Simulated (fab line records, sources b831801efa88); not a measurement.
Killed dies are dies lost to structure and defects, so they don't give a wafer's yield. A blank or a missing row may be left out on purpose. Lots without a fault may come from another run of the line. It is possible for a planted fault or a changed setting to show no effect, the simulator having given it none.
Which tool did it?    flow sky130    13 lots with 39 wafers sampled at 5 steps, on a route of 708 steps

WHAT EACH GAUGE READ, for each wafer
Not one reading of a measure or inspect step in the record can be checked against a usual standard deviation.

WHAT TOOL EACH LOT RAN ON (gives the tool, then ch and the chambers of the sampled wafers, and finally the start)
lot   SKY_DNWELL_DEVELOP_06             SKY_METAL4_ETCH_16                 SKY_VIA4_CMP_02                SKY_METAL5_SPUTTER_00         SKY_PAD_OPEN_PROBE_99
L235  litho_track-01 ch 0, day 3 05:00  rie_metal-01 ch 0, day 42 03:47    cmp-01 ch 0,1,2, day 42 05:01  pvd_sputter-04, day 43 05:41  -
L236  litho_track-03 ch 0, day 3 12:00  rie_metal-04 ch 0,1, day 42 09:26  cmp-01 ch 1,2, day 42 10:40    pvd_sputter-04, day 43 11:29  -
L237  litho_track-03 ch 0, day 3 19:00  rie_metal-01 ch 0,1, day 42 23:08  cmp-02 ch 0,1,3, day 43 00:22  pvd_sputter-02, day 44 00:38  -
L240  litho_track-01 ch 0, day 4 10:00  rie_metal-04 ch 0,1, day 43 14:52  cmp-01 ch 0,2,3, day 43 16:11  pvd_sputter-04, day 44 15:54  -
L241  litho_track-01 ch 0, day 4 14:00  rie_metal-04 ch 0,1, day 43 19:20  cmp-01 ch 2,3, day 43 20:38    pvd_sputter-02, day 44 20:23  -
L244  litho_track-03 ch 0, day 5 06:00  rie_metal-04 ch 0,1, day 44 20:32  cmp-02 ch 0,1,2, day 44 21:49  pvd_sputter-01, day 45 21:13  prober-02, day 48 11:51
L245  litho_track-03 ch 0, day 5 12:00  rie_metal-04 ch 0,1, day 45 00:35  cmp-02 ch 0,1,3, day 45 01:44  pvd_sputter-04, day 46 01:16  prober-01, day 48 16:55
L248  litho_track-01 ch 0, day 6 03:00  rie_metal-02 ch 0,1, day 45 13:40  cmp-02 ch 2,3, day 45 14:52    pvd_sputter-04, day 46 13:23  prober-01, day 49 03:45
L249  litho_track-01 ch 0, day 6 07:00  rie_metal-01 ch 0,1, day 45 16:37  cmp-01 ch 1,2, day 45 17:43    pvd_sputter-01, day 46 18:22  prober-01, day 49 07:16
L250  litho_track-01 ch 0, day 6 12:00  rie_metal-01 ch 0,1, day 45 23:32  cmp-02 ch 1,2, day 46 00:40    pvd_sputter-04, day 46 22:56  -
L251  litho_track-02 ch 0, day 6 18:00  rie_metal-02 ch 0,1, day 46 05:44  cmp-01 ch 0,2,3, day 46 07:12  pvd_sputter-01, day 47 05:20  -
L255  litho_track-01 ch 0, day 7 18:00  rie_metal-02 ch 0,1, day 47 08:35  cmp-01 ch 0,1,2, day 47 09:59  pvd_sputter-01, day 48 07:10  -
L256  litho_track-02 ch 0, day 7 22:00  rie_metal-01 ch 0,1, day 47 16:18  cmp-01 ch 0,2, day 47 17:46    pvd_sputter-04, day 48 13:38  -
- SKY_DNWELL_DEVELOP_06: develop time 60 s.
- SKY_METAL4_ETCH_16: etches BARC in N2/H2, stops on SiO2, time 88.2 s, target depth 60 nm.
- SKY_VIA4_CMP_02: polishes SiO2.
- SKY_METAL5_SPUTTER_00: material Ti, target thk 15 nm, time 10 s.
- SKY_PAD_OPEN_PROBE_99

WHAT THE TOOLS THEMSELVES READ (means of the sampled wafers that have a number; where no wafer has one, the mark that the record gives instead)
SKY_DNWELL_DEVELOP_06. Usual: 22.98 C for resist_line_temp_C, sd 0.1.
lot   tool            resist_line_temp_C (C)  flag
L235  litho_track-01  22.99                   
L236  litho_track-03  22.96                   
L237  litho_track-03  23.09                   
L240  litho_track-01  22.91                   
L241  litho_track-01  23.06                   
L244  litho_track-03  23.08                   
L245  litho_track-03  22.92                   
L248  litho_track-01  23.03                   
L249  litho_track-01  23.08                   
L250  litho_track-01  22.91                   
L251  litho_track-02  23.08                   
L255  litho_track-01  22.92                   
L256  litho_track-02  22.95                   

SKY_METAL4_ETCH_16. Usual: drypump_motor_current_A 5.7 A, standard deviation 0.5; oes_product_au 0.626 a.u., standard deviation 0.0046; throttle_valve_pct 13.206 %, standard deviation 0.0089.
lot   tool          drypump_motor_current_A (A)  oes_product_au (a.u.)  throttle_valve_pct (%)  flag
L235  rie_metal-01  5.6                          0.625                  13.211                  
L236  rie_metal-04  5.6                          0.624                  13.212                  
L237  rie_metal-01  5.9                          0.621                  13.204                  
L240  rie_metal-04  5.6                          0.627                  13.204                  
L241  rie_metal-04  5.3                          0.626                  13.216                  
L244  rie_metal-04  5.3                          0.625                  13.208                  
L245  rie_metal-04  5.6                          0.624                  13.209                  
L248  rie_metal-02  5.5                          0.626                  13.215                  
L249  rie_metal-01  6.3                          0.626                  13.206                  
L250  rie_metal-01  6.3                          0.622                  13.209                  
L251  rie_metal-02  5.6                          0.624                  13.209                  
L255  rie_metal-02  5.6                          0.626                  13.198                  
L256  rie_metal-01  6.3                          0.621                  13.203                  

SKY_VIA4_CMP_02. Usual: 12.8 A for motor_current_A, sd 1.1.
lot   tool    motor_current_A (A)  flag
L235  cmp-01  12.5                 
L236  cmp-01  12.7                 
L237  cmp-02  12.3                 
L240  cmp-01  12.7                 
L241  cmp-01  13.2                 
L244  cmp-02  13.1                 
L245  cmp-02  13.2                 
L248  cmp-02  11.2                 
L249  cmp-01  12.9                 
L250  cmp-02  12.3                 
L251  cmp-01  12.7                 
L255  cmp-01  13.3                 
L256  cmp-01  12.5                 

SKY_METAL5_SPUTTER_00. Usual: 30.3 % for throttle_valve_pct, sd 1.1.
lot   tool            throttle_valve_pct (%)  flag
L235  pvd_sputter-04  29.3                    
L236  pvd_sputter-04  30.2                    
L237  pvd_sputter-02  29.2                    
L240  pvd_sputter-04  30.4                    
L241  pvd_sputter-02  30.2                    
L244  pvd_sputter-01  31.7                    
L245  pvd_sputter-04  29.7                    
L248  pvd_sputter-04  29.1                    
L249  pvd_sputter-01  29.9                    
L250  pvd_sputter-04  30.1                    
L251  pvd_sputter-01  31.8                    
L255  pvd_sputter-01  29.9                    
L256  pvd_sputter-04  29.7                    

SKY_PAD_OPEN_PROBE_99. Usual: killed_at_M0_to_M3 45, standard deviation 6.9; killed_at_M4_up 3.1, standard deviation 1.7; killed_at_contacts 24, standard deviation 5.7; killed_at_front_end 15, standard deviation 4.6; killed_at_other 0.3, standard deviation 0.57; killed_dies 87, standard deviation 10; killed_on_rim 17, standard deviation 3.9; killed_open 48, standard deviation 7.4; killed_short 39, standard deviation 6.7.
lot   tool       killed_at_M0_to_M3  killed_at_M4_up  killed_at_contacts  killed_at_front_end  killed_at_other  killed_dies  killed_on_rim  killed_open  killed_short  flag
L244  prober-02  41                  3.7              23                  151                  0.0              219          43             46           35            OFF
L245  prober-01  42                  2.3              23                  286                  0.7              354          68             43           35            OFF
L248  prober-01  40                  3.0              24                  16                   0.3              84           15             49           35            
L249  prober-01  48                  3.3              22                  18                   0.7              92           19             48           44            

THE ANSWER, worked out from the rows above alone
Rule: a lot is off if the mean of its wafers that have a number lies more than 3 standard deviations from the usual mean. Also off: a lot with no number at a reading for which 4 or more lots have one. Any other lot the step has rows for is counted as sound. First the gauges in route order, then the tools' own readings, where a lot's mean is used as printed above. At the first step where some lot is off, the reading lying furthest off is the one used; lots without a number count as furthest.
Off, at SKY_PAD_OPEN_PROBE_99 on killed_at_front_end: L244, L245. Neither off nor sound, because the step has no rows for them: L235, L236, L237, L240, L241, L250, L251, L255, L256.
A tool fits if, at that step or a process step before it, it ran every lot that is off, and no sound lot after the first of them. Undecided on this evidence; 2 tools fit (litho_track-03 at SKY_DNWELL_DEVELOP_06, rie_metal-04 at SKY_METAL4_ETCH_16).

WHAT WAS PUT IN BY THE SIMULATOR
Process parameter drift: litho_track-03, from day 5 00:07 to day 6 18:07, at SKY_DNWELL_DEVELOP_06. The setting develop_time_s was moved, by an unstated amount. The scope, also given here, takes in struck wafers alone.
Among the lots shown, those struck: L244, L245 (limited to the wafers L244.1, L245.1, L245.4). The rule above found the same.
